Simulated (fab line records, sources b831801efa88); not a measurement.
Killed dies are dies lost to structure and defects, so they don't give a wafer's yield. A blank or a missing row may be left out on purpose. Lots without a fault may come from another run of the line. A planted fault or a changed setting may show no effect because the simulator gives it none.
Problem report in the 8D (eight disciplines) form, filled by code | flow sky130 | the parts of the form that need people (team, actions taken, sign-off) are left out

1. THE PROBLEM
killed_at_M4_up at SKY_PAD_OPEN_PROBE_99 reads a mean of 59.1 on 9 wafers of 3 lots; wafers without a fault read 3.2 with a standard deviation of 1.8. That is +31 standard deviations from the usual mean.
First seen on wafer L448.1, day 47 22:58, on prober-02. The record holds 12 wafers of 4 lots with a number at this step. Rule for "out", or "out of limits": more than 4 standard deviations from the usual mean. The other wafers with a number count as sound.

2. WHAT IT IS AND WHAT IT IS NOT
question                    | is                                                                                                    | is not
which readings at this step | killed_at_M4_up, defect_limited_yield, killed_dies, sort_bin_3_pad_short, sort_n_pass, sort_yield_pct | killed_at_other, sort_bin_6_memory
which lots                  | L448, L449, L450                                                                                      | L458
which wafers of those lots  | all that have a number                                                                                | -
read on which tools         | prober-01, prober-02                                                                                  | -
when                        | from day 47 22:58                                                                                     | up to then (0 sound wafers); but 3 sound wafers of L458 came after

3. SUSPECTS, AND WHAT RULES EACH OUT
Counting: a tool at a process step up to the reading stays a suspect if it ran every lot that is out and no sound lot after the first of them.
- rie_diel-04 at SKY_METAL4_ETCH_17 (etches SiO2 in C4F8/O2/Ar, stops on TiN, time 3.78 s, target depth 15 nm): kept. It ran every lot that is out, first L448 (day 44 10:03), and no sound lot after that.
- rie_metal-04 at SKY_METAL5_DESCUM_14 (chemistry O2, time 11 s): kept. It ran every lot that is out, first L448 (day 46 07:38), and no sound lot after that.
Left after counting: rie_diel-04 at SKY_METAL4_ETCH_17, rie_metal-04 at SKY_METAL5_DESCUM_14.

4. THE CAUSE (what the simulator had put in)
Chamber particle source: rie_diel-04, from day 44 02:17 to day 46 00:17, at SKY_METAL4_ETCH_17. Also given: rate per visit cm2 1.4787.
Counting left 2 suspects, and this tool is among them.

5. THE CHAIN OF EFFECTS, in route order
Each row: a reading whose mean over the struck wafers that have a number lies more than 3 standard deviations from the usual. Only readings for which the record gives a usual standard deviation are gone through. hours: the time from each lot's start at the first step in this table that gives one to its start at this step, as a median over the lots. sigmas: the change in usual standard deviations.
hours | step                  | reading              | usual  | on struck wafers | change | sigmas
0     | SKY_PAD_OPEN_PROBE_99 | defect_limited_yield | 82.1 % | 72.4             | -9.7   | -5.4
0     | SKY_PAD_OPEN_PROBE_99 | killed_at_M4_up      | 3.2    | 59.1             | +55.9  | +31
0     | SKY_PAD_OPEN_PROBE_99 | killed_dies          | 88     | 136              | +48    | +5.5
0     | SKY_PAD_OPEN_PROBE_99 | sort_bin_3_pad_short | 0.9 %  | 4.2              | +3.3   | +8.2
0     | SKY_PAD_OPEN_PROBE_99 | sort_bin_5_function  | 10.8 % | 16.9             | +6.1   | +4.1
0     | SKY_PAD_OPEN_PROBE_99 | sort_n_pass          | 404    | 356              | -48    | -5.5
0     | SKY_PAD_OPEN_PROBE_99 | sort_yield_pct       | 82.1 % | 72.4             | -9.7   | -5.4
The process steps in it:
- SKY_PAD_OPEN_PROBE_99

6. WHAT WOULD HAVE CAUGHT IT SOONER
In this record the first reading out of limits was taken at day 47 22:58, 93 hours after the fault began at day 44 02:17.
Of the tool readings at SKY_METAL4_ETCH_17 for which the record gives a usual standard deviation, none was out on any struck wafer, so an alarm limit of 4 standard deviations on them would not have fired.
All the lots that are out (3) had begun SKY_METAL4_ETCH_17 on rie_diel-04 by day 47 22:58. A hold on the tool at that time would have spared none of them.
